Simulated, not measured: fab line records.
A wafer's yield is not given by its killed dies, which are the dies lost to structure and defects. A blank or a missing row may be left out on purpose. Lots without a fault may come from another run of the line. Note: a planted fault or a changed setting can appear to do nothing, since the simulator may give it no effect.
Which tool was responsible? :: flow sky130 :: 39 wafers from 13 lots sampled at 5 of the route's 708 steps

## WHAT THE GAUGES SHOWED, per wafer
SKY_NWELL_OVL_MEAS_23.
lot: L383
measured: day 5 09:40
on: overlay-02
NWELL_01_OVL (nm): -2.2 -3.1 -1.3

lot: L384
measured: day 5 11:41
on: overlay-02
NWELL_01_OVL (nm): -0.4 -1.0 -0.7

lot: L385
measured: day 5 19:25
on: overlay-01
NWELL_01_OVL (nm): 3.7 3.5 3.0

lot: L388
measured: day 6 14:34
on: overlay-02
NWELL_01_OVL (nm): -2.7 -1.4 -2.8

lot: L389
measured: day 6 20:40
on: overlay-01
NWELL_01_OVL (nm): 1.2 -0.5 1.1

lot: L391
measured: day 7 06:46
on: overlay-01
NWELL_01_OVL (nm): 0.5 1.7 2.6

lot: L396
measured: day 9 01:13
on: overlay-01
NWELL_01_OVL (nm): -0.3 -0.1 -1.8

lot: L397
measured: day 9 01:25
on: overlay-01
NWELL_01_OVL (nm): -0.5 -1.0 -0.4

lot: L402
measured: day 10 00:05
on: overlay-01
NWELL_01_OVL (nm): -1.4 -0.2 -0.3

lot: L403
measured: day 10 09:23
on: overlay-02
NWELL_01_OVL (nm): 0.8 1.4 0.0

lot: L404
measured: day 10 14:04
on: overlay-01
NWELL_01_OVL (nm): 0.2 0.0 0.3

lot: L405
measured: day 11 00:25
on: overlay-01
NWELL_01_OVL (nm): -0.7 -0.9 -3.5

lot: L406
measured: day 11 03:25
on: overlay-02
NWELL_01_OVL (nm): -1.4 0.1 -0.7

SKY_NWELL_RS_MEAS_29: the measuring method here is four-point-probe.
lot: L383
measured: day 5 10:10
on: film metro-02
NWELL_RS (ohm/sq): 626.9 627.9 627.1

lot: L384
measured: day 5 12:13
on: film metro-01
NWELL_RS (ohm/sq): 627.9 626.8 627.8

lot: L385
measured: day 5 19:55
on: film metro-04
NWELL_RS (ohm/sq): 624.9 626.5 624.7

lot: L388
measured: day 6 15:03
on: film metro-01
NWELL_RS (ohm/sq): 604.4 603.9 603.6

lot: L389
measured: day 6 21:11
on: film metro-01
NWELL_RS (ohm/sq): 602.1 601.7 602.5

lot: L391
measured: day 7 07:18
on: film metro-01
NWELL_RS (ohm/sq): 624.6 624.6 625.8

lot: L396
measured: day 9 01:43
on: film metro-01
NWELL_RS (ohm/sq): 625.1 625.7 627.0

lot: L397
measured: day 9 01:57
on: film metro-02
NWELL_RS (ohm/sq): 626.7 625.7 625.1

lot: L402
measured: day 10 00:38
on: film metro-04
NWELL_RS (ohm/sq): 624.3 624.0 625.8

lot: L403
measured: day 10 09:55
on: film metro-04
NWELL_RS (ohm/sq): 627.8 625.9 626.3

lot: L404
measured: day 10 14:35
on: film metro-01
NWELL_RS (ohm/sq): 626.5 625.4 624.4

lot: L405
measured: day 11 00:55
on: film metro-02
NWELL_RS (ohm/sq): 626.3 626.9 628.6

lot: L406
measured: day 11 03:54
on: film metro-02
NWELL_RS (ohm/sq): 628.5 626.8 629.2

SKY_NWELL_RS_MEAS_31: the measuring method here is four-point-probe.
lot: L383
measured: day 5 10:24
on: film metro-02
PWDE_RS (ohm/sq): 5280 5277 5280

lot: L384
measured: day 5 12:27
on: film metro-01
PWDE_RS (ohm/sq): 5302 5314 5322

lot: L385
measured: day 5 20:10
on: film metro-04
PWDE_RS (ohm/sq): 5290 5299 5285

lot: L388
measured: day 6 15:17
on: film metro-01
PWDE_RS (ohm/sq): 5273 5300 5300

lot: L389
measured: day 6 21:25
on: film metro-01
PWDE_RS (ohm/sq): 5285 5271 5287

lot: L391
measured: day 7 07:32
on: film metro-01
PWDE_RS (ohm/sq): 5299 5314 5285

lot: L396
measured: day 9 01:57
on: film metro-01
PWDE_RS (ohm/sq): 5288 5293 5265

lot: L397
measured: day 9 02:11
on: film metro-02
PWDE_RS (ohm/sq): 5304 5307 5277

lot: L402
measured: day 10 00:53
on: film metro-04
PWDE_RS (ohm/sq): 5278 5294 5288

lot: L403
measured: day 10 10:09
on: film metro-04
PWDE_RS (ohm/sq): 5288 5286 5301

lot: L404
measured: day 10 14:49
on: film metro-01
PWDE_RS (ohm/sq): 5263 5288 5267

lot: L405
measured: day 11 01:10
on: film metro-02
PWDE_RS (ohm/sq): 5284 5299 5263

lot: L406
measured: day 11 04:08
on: film metro-02
PWDE_RS (ohm/sq): 5267 5260 5271

## EACH LOT AND THE TOOL THAT RAN IT (in order: tool; ch and the chambers of the sampled wafers; start)
lot: L383
SKY_NWELL_IMPLANT_11: implanter-04 ch 0, day 4 15:43
SKY_NWELL_RTA_28: rtp anneal-01 ch 0, day 5 10:04

lot: L384
SKY_NWELL_IMPLANT_11: implanter-03 ch 0, day 4 17:36
SKY_NWELL_RTA_28: rtp anneal-02 ch 0, day 5 12:06

lot: L385
SKY_NWELL_IMPLANT_11: implanter-01 ch 0, day 5 01:31
SKY_NWELL_RTA_28: rtp anneal-01 ch 0, day 5 19:49

lot: L388
SKY_NWELL_IMPLANT_11: implanter-03 ch 0, day 5 20:41
SKY_NWELL_RTA_28: rtp anneal-02 ch 0, day 6 14:57

lot: L389
SKY_NWELL_IMPLANT_11: implanter-03 ch 0, day 6 01:40
SKY_NWELL_RTA_28: rtp anneal-01 ch 0, day 6 21:04

lot: L391
SKY_NWELL_IMPLANT_11: implanter-01 ch 0, day 6 11:35
SKY_NWELL_RTA_28: rtp anneal-02 ch 0, day 7 07:12

lot: L396
SKY_NWELL_IMPLANT_11: implanter-04 ch 0, day 8 04:19
SKY_NWELL_RTA_28: rtp anneal-02 ch 0, day 9 01:37

lot: L397
SKY_NWELL_IMPLANT_11: implanter-01 ch 0, day 8 04:35
SKY_NWELL_RTA_28: rtp anneal-01 ch 0, day 9 01:50

lot: L402
SKY_NWELL_IMPLANT_11: implanter-03 ch 0, day 9 01:35
SKY_NWELL_RTA_28: rtp anneal-02 ch 0, day 10 00:32

lot: L403
SKY_NWELL_IMPLANT_11: implanter-03 ch 0, day 9 11:16
SKY_NWELL_RTA_28: rtp anneal-01 ch 0, day 10 09:48

lot: L404
SKY_NWELL_IMPLANT_11: implanter-03 ch 0, day 9 15:22
SKY_NWELL_RTA_28: rtp anneal-02 ch 0, day 10 14:28

lot: L405
SKY_NWELL_IMPLANT_11: implanter-01 ch 0, day 10 01:39
SKY_NWELL_RTA_28: rtp anneal-02 ch 0, day 11 00:49

lot: L406
SKY_NWELL_IMPLANT_11: implanter-03 ch 0, day 10 04:21
SKY_NWELL_RTA_28: rtp anneal-01 ch 0, day 11 03:48
- SKY_NWELL_IMPLANT_11
- SKY_NWELL_RTA_28: time 30 s.

## WHAT THE TOOLS THEMSELVES READ (means of the sampled wafers that have a number; where no wafer has one, the mark that the record gives instead)
SKY_NWELL_IMPLANT_11.
lot: L383
tool: implanter-04
beam energy keV: 400.01

lot: L384
tool: implanter-03
beam energy keV: 400.10

lot: L385
tool: implanter-01
beam energy keV: 399.85

lot: L388
tool: implanter-03
beam energy keV: 470.41

lot: L389
tool: implanter-03
beam energy keV: 470.48

lot: L391
tool: implanter-01
beam energy keV: 400.07

lot: L396
tool: implanter-04
beam energy keV: 400.07

lot: L397
tool: implanter-01
beam energy keV: 399.92

lot: L402
tool: implanter-03
beam energy keV: 399.93

lot: L403
tool: implanter-03
beam energy keV: 400.13

lot: L404
tool: implanter-03
beam energy keV: 400.09

lot: L405
tool: implanter-01
beam energy keV: 400.00

lot: L406
tool: implanter-03
beam energy keV: 399.99

SKY_NWELL_RTA_28.
lot: L383
tool: rtp anneal-01
lamp power pct (%): 25.26
wafer_temp_C_max: 1056.4

lot: L384
tool: rtp anneal-02
lamp power pct (%): 25.37
wafer_temp_C_max: 1054.3

lot: L385
tool: rtp anneal-01
lamp power pct (%): 25.28
wafer_temp_C_max: 1056.1

lot: L388
tool: rtp anneal-02
lamp power pct (%): 25.35
wafer_temp_C_max: 1055.2

lot: L389
tool: rtp anneal-01
lamp power pct (%): 25.27
wafer_temp_C_max: 1054.8

lot: L391
tool: rtp anneal-02
lamp power pct (%): 25.31
wafer_temp_C_max: 1055.4

lot: L396
tool: rtp anneal-02
lamp power pct (%): 25.33
wafer_temp_C_max: 1054.6

lot: L397
tool: rtp anneal-01
lamp power pct (%): 25.29
wafer_temp_C_max: 1054.5

lot: L402
tool: rtp anneal-02
lamp power pct (%): 25.26
wafer_temp_C_max: 1054.0

lot: L403
tool: rtp anneal-01
lamp power pct (%): 25.29
wafer_temp_C_max: 1055.2

lot: L404
tool: rtp anneal-02
lamp power pct (%): 25.35
wafer_temp_C_max: 1054.9

lot: L405
tool: rtp anneal-02
lamp power pct (%): 25.32
wafer_temp_C_max: 1054.4

lot: L406
tool: rtp anneal-01
lamp power pct (%): 25.33
wafer_temp_C_max: 1054.6

## THE ANSWER, worked out from the rows above alone
Rule: what is usual is taken from the lots themselves. Put in order of their means at a reading, lots are off if they are a third of the lots or fewer, leave a main group of 4 or more, and stand apart from it by a gap of 3 or more times the standard deviation of the main group's means; of several such gaps the widest counts. The tables above print the reading to a certain number of digits; a main group whose means all agree to those digits is not used. Also off: a lot with no number at a reading for which 4 or more lots have one. The other lots that the step has rows for count as sound. First the gauges in route order, then the tools' own readings, where a lot's mean is used as printed above. At the first step where some lot is off, the reading lying furthest off is the one used; lots without a number count as furthest.
Off: L388, L389, seen at SKY_NWELL_RS_MEAS_29 (NWELL_RS). Mean 626.3 ohm/sq and standard deviation 1.1 in the main group.
If a tool, at a process step before that reading, ran all the lots that are off and no sound lot after the first of them, it fits. Not tried: the gauges at SKY_NWELL_RS_MEAS_29; whatever is off there is also off at SKY_NWELL_IMPLANT_11, on other tools, and gauge error can't account for it. Of those tried, none fits.

## WHAT THE SIMULATOR HAD INSERTED
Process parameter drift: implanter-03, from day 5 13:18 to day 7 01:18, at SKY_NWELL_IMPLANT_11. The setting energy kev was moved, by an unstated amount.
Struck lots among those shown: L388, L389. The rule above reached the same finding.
